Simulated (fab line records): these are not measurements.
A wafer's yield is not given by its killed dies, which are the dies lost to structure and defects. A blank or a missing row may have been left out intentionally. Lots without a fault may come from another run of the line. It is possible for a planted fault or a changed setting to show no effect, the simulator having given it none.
Which of the tools did it? | flow gf180mcu | 12 lots, 36 wafers sampled, at 7 steps of a route of 602

== WHAT THE GAUGES READ, wafer by wafer ==
GF_STI_THK_MEAS_24. Usual: STI_CVD_23_THK typically reads 651 nm, with standard deviation 8.6.
lot  | measured    | on           | STI_CVD_23_THK (nm) | flag
L398 | day 2 11:58 | filmMetro-02 | 655 653 660         | 
L399 | day 2 16:21 | filmMetro-03 | 648 643 645         | 
L400 | day 2 21:30 | filmMetro-04 | 651 636 649         | 
L402 | day 3 11:46 | filmMetro-03 | 646 643 648         | 
L403 | day 3 11:46 | filmMetro-02 | 655 648 648         | 
L404 | day 3 20:55 | filmMetro-03 | 659 653 646         | 
L412 | day 5 12:41 | filmMetro-02 | 649 641 650         | 
L415 | day 5 23:23 | filmMetro-04 | 646 639 646         | 
L416 | day 6 05:59 | filmMetro-04 | 662 664 656         | 
L417 | day 6 13:59 | filmMetro-03 | 664 653 665         | 
L419 | day 6 23:45 | filmMetro-02 | 648 646 642         | 
L418 | day 6 23:50 | filmMetro-04 | 644 647 641         | 

GF_STI_THK_MEAS_30. Usual: STI_OXIDATION_02_THK typically reads 9.97 nm, with standard deviation 0.18.
lot  | measured    | on           | STI_OXIDATION_02_THK (nm) | flag
L398 | day 2 17:37 | filmMetro-03 | 9.94 9.86 9.93            | 
L399 | day 2 19:07 | filmMetro-02 | 10.29 10.18 10.33         | 
L400 | day 3 00:09 | filmMetro-03 | 9.75 9.73 9.91            | 
L402 | day 3 20:04 | filmMetro-03 | 10.30 10.31 10.38         | 
L403 | day 3 20:04 | filmMetro-02 | 10.14 10.28 10.11         | 
L404 | day 3 23:34 | filmMetro-02 | 10.17 10.01 10.16         | 
L412 | day 5 16:38 | filmMetro-04 | 10.09 9.90 9.95           | 
L415 | day 6 02:58 | filmMetro-03 | 10.12 9.92 9.93           | 
L416 | day 6 09:53 | filmMetro-04 | 9.62 9.67 9.62            | 
L417 | day 6 21:06 | filmMetro-02 | 9.89 9.84 9.89            | 
L419 | day 7 04:01 | filmMetro-03 | 9.81 9.82 9.85            | 
L418 | day 7 04:01 | filmMetro-04 | 10.02 9.78 9.91           | 

GF_LVPWELL_OVL_MEAS_07. Usual: LVPWELL_OVL typically reads 0.3 nm, with standard deviation 1.4.
lot  | measured    | on         | LVPWELL_OVL (nm) | flag
L398 | day 4 09:12 | overlay-02 | 0.1 -0.9 0.0     | 
L399 | day 4 10:20 | overlay-02 | -2.2 -1.7 -0.4   | 
L400 | day 4 14:08 | overlay-02 | 0.1 1.7 0.2      | 
L402 | day 5 14:11 | overlay-01 | -1.2 -1.2 -3.1   | 
L403 | day 5 14:17 | overlay-01 | - - -            | OFF
L404 | day 5 17:50 | overlay-01 | - - -            | OFF
L412 | day 7 12:59 | overlay-01 | 1.1 -0.2 1.2     | 
L415 | day 8 00:08 | overlay-02 | -0.4 0.4 0.8     | 
L416 | day 8 07:14 | overlay-01 | 0.6 0.2 -0.8     | 
L417 | day 8 19:35 | overlay-01 | 0.4 -0.2 0.3     | 
L419 | day 9 03:53 | overlay-02 | -0.1 -0.3 0.3    | 
L418 | day 9 05:11 | overlay-02 | -3.3 0.2 -2.0    | 

GF_MVPSD_TW_MEAS_11. Usual: MVPSD_TW typically reads 550, with standard deviation 7.4.
lot  | measured     | on           | MVPSD_TW    | flag
L398 | day 5 15:28  | filmMetro-02 | 543 544 542 | 
L399 | day 5 16:26  | filmMetro-02 | 545 542 546 | 
L400 | day 5 19:37  | filmMetro-01 | 553 552 552 | 
L402 | day 6 20:07  | filmMetro-02 | 541 539 542 | 
L403 | day 6 20:28  | filmMetro-03 | 692 690 688 | OFF
L404 | day 6 23:16  | filmMetro-01 | 702 699 698 | OFF
L412 | day 8 22:17  | filmMetro-02 | 537 540 539 | 
L415 | day 9 09:33  | filmMetro-01 | 553 555 556 | 
L416 | day 9 17:52  | filmMetro-01 | 554 554 556 | 
L417 | day 10 06:54 | filmMetro-02 | 541 538 539 | 
L419 | day 10 15:26 | filmMetro-01 | 558 561 558 | 
L418 | day 10 16:46 | filmMetro-01 | 559 560 562 | 

GF_VT_IMPLANT_TW_MEAS_10. Usual: VT_IMPLANT_TW typically reads 557, with standard deviation 7.1.
lot  | measured     | on           | VT_IMPLANT_TW | flag
L398 | day 6 05:52  | filmMetro-01 | 571 564 567   | 
L399 | day 6 06:55  | filmMetro-01 | 571 568 568   | 
L400 | day 6 09:28  | filmMetro-02 | 553 554 551   | 
L402 | day 7 10:33  | filmMetro-02 | 552 552 548   | 
L403 | day 7 10:58  | filmMetro-04 | 691 692 688   | OFF
L404 | day 7 14:18  | filmMetro-04 | 694 692 692   | OFF
L412 | day 9 15:37  | filmMetro-01 | 566 565 566   | 
L415 | day 10 03:27 | filmMetro-04 | 562 564 562   | 
L416 | day 10 11:37 | filmMetro-04 | 563 558 560   | 
L417 | day 11 00:57 | filmMetro-02 | 548 549 549   | 
L419 | day 11 09:56 | filmMetro-02 | 549 547 547   | 
L418 | day 11 11:13 | filmMetro-02 | 550 547 550   | 

== WHAT TOOL EACH LOT RAN ON (gives the tool, then ch and the chambers of the sampled wafers, and finally the start) ==
lot  | GF_NWELL_STRIP_10                  | GF_LVPWELL_COAT_02
L398 | plasmaAsher-02 ch 0,1, day 3 19:59 | lithoTrack-02 ch 0, day 4 02:16
L399 | plasmaAsher-04 ch 0,1, day 3 20:39 | lithoTrack-04 ch 0, day 4 03:00
L400 | plasmaAsher-04 ch 0,1, day 4 01:02 | lithoTrack-01 ch 0, day 4 07:50
L402 | plasmaAsher-04 ch 0,1, day 4 23:29 | lithoTrack-01 ch 0, day 5 06:14
L403 | plasmaAsher-01 ch 0,1, day 4 23:50 | lithoTrack-04, day 5 06:35
L404 | plasmaAsher-01 ch 0,1, day 5 04:08 | lithoTrack-01, day 5 11:11
L412 | plasmaAsher-01 ch 0, day 6 22:36   | lithoTrack-01 ch 0, day 7 04:59
L415 | plasmaAsher-01 ch 1, day 7 08:43   | lithoTrack-04 ch 0, day 7 15:54
L416 | plasmaAsher-01 ch 0,1, day 7 15:25 | lithoTrack-04 ch 0, day 7 22:53
L417 | plasmaAsher-04 ch 0,1, day 8 03:28 | lithoTrack-04 ch 0, day 8 11:21
L419 | plasmaAsher-02 ch 0,1, day 8 11:10 | lithoTrack-02 ch 0, day 8 18:59
L418 | plasmaAsher-01 ch 0,1, day 8 12:22 | lithoTrack-02 ch 0, day 8 20:23
- GF_NWELL_STRIP_10: strips in O2/N2.
- GF_LVPWELL_COAT_02: resist thk 3000 nm.

== AS READ BY THE TOOLS THEMSELVES (means over the sampled wafers that have a number; for cases with no such wafer, the mark the record gives instead) ==
GF_NWELL_STRIP_10. Usual: chamberPressureMTorr 1500.1 mTorr, standard deviation 1.4; drypumpMotorCurrentA 5.7 A, standard deviation 0.34; heaterPowerW 332 W, standard deviation 17; oesProductAu 0.722 a.u., standard deviation 0.0045; stripTimeToEndpointS 36.97 s, standard deviation 0.11.
lot  | tool           | chamberPressureMTorr (mTorr) | drypumpMotorCurrentA (A) | heaterPowerW (W) | oesProductAu (a.u.) | stripTimeToEndpointS (s) | flag
L398 | plasmaAsher-02 | 1500.7                       | 6.0                      | 333              | 0.724               | 36.80                    | 
L399 | plasmaAsher-04 | 1500.3                       | 5.4                      | 327              | 0.722               | 36.83                    | 
L400 | plasmaAsher-04 | 1500.2                       | 5.6                      | 313              | 0.721               | 36.86                    | 
L402 | plasmaAsher-04 | 1499.3                       | 5.6                      | 312              | 0.724               | 37.11                    | 
L403 | plasmaAsher-01 | 1498.8                       | 5.8                      | 350              | 0.728               | 36.80                    | 
L404 | plasmaAsher-01 | 1501.5                       | 5.8                      | 345              | 0.725               | 37.03                    | 
L412 | plasmaAsher-01 | 1498.4                       | 6.1                      | 327              | 0.725               | 36.88                    | 
L415 | plasmaAsher-01 | 1499.4                       | 5.6                      | 350              | 0.723               | 36.97                    | 
L416 | plasmaAsher-01 | 1499.8                       | 5.9                      | 342              | 0.722               | 37.03                    | 
L417 | plasmaAsher-04 | 1500.7                       | 5.6                      | 314              | 0.721               | 36.94                    | 
L419 | plasmaAsher-02 | 1498.7                       | 5.8                      | 328              | 0.718               | 37.02                    | 
L418 | plasmaAsher-01 | 1499.2                       | 5.9                      | 335              | 0.721               | 36.96                    | 

GF_LVPWELL_COAT_02. Usual: chillPlateTempC 22.99 C, standard deviation 0.098; dispensePressureKPa 49.3 kPa, standard deviation 2.5.
lot  | tool          | chillPlateTempC (C) | dispensePressureKPa (kPa) | flag
L398 | lithoTrack-02 | 22.87               | 48.3                      | 
L399 | lithoTrack-04 | 22.94               | 53.2                      | 
L400 | lithoTrack-01 | 22.99               | 47.2                      | 
L402 | lithoTrack-01 | 22.99               | 47.2                      | 
L403 | lithoTrack-04 | -                   | -                         | OFF
L404 | lithoTrack-01 | -                   | -                         | OFF
L412 | lithoTrack-01 | 23.08               | 47.2                      | 
L415 | lithoTrack-04 | 22.87               | 53.2                      | 
L416 | lithoTrack-04 | 23.00               | 53.2                      | 
L417 | lithoTrack-04 | 22.93               | 53.2                      | 
L419 | lithoTrack-02 | 23.08               | 48.3                      | 
L418 | lithoTrack-02 | 23.04               | 48.3                      | 

== THE ANSWER, worked out from the rows above alone ==
Rule: lot off if the mean of its wafers having a number is beyond 3 standard deviations from the usual mean. A lot without any number at a reading at which 4 lots or more have one is off too. All remaining lots with rows at the step are treated as sound. Order of review: gauges by route order, followed by the tools' own readings, for which a lot's mean as printed above is used. At the first step where some lot is off, the reading lying furthest off is the one used; lots without a number count as furthest.
Off: at GF_LVPWELL_OVL_MEAS_07 (LVPWELL_OVL), L403, L404. Without a number there: L403, L404.
If a tool, at a process step before that reading, ran all the lots that are off and no sound lot after the first of them, it fits. The gauges at GF_LVPWELL_OVL_MEAS_07 aren't tried: what is off there is off at GF_MVPSD_TW_MEAS_11 too, on other tools, and a gauge's error can't cause that. Of those tried, none fits.

== WHAT THE SIMULATOR PUT IN ==
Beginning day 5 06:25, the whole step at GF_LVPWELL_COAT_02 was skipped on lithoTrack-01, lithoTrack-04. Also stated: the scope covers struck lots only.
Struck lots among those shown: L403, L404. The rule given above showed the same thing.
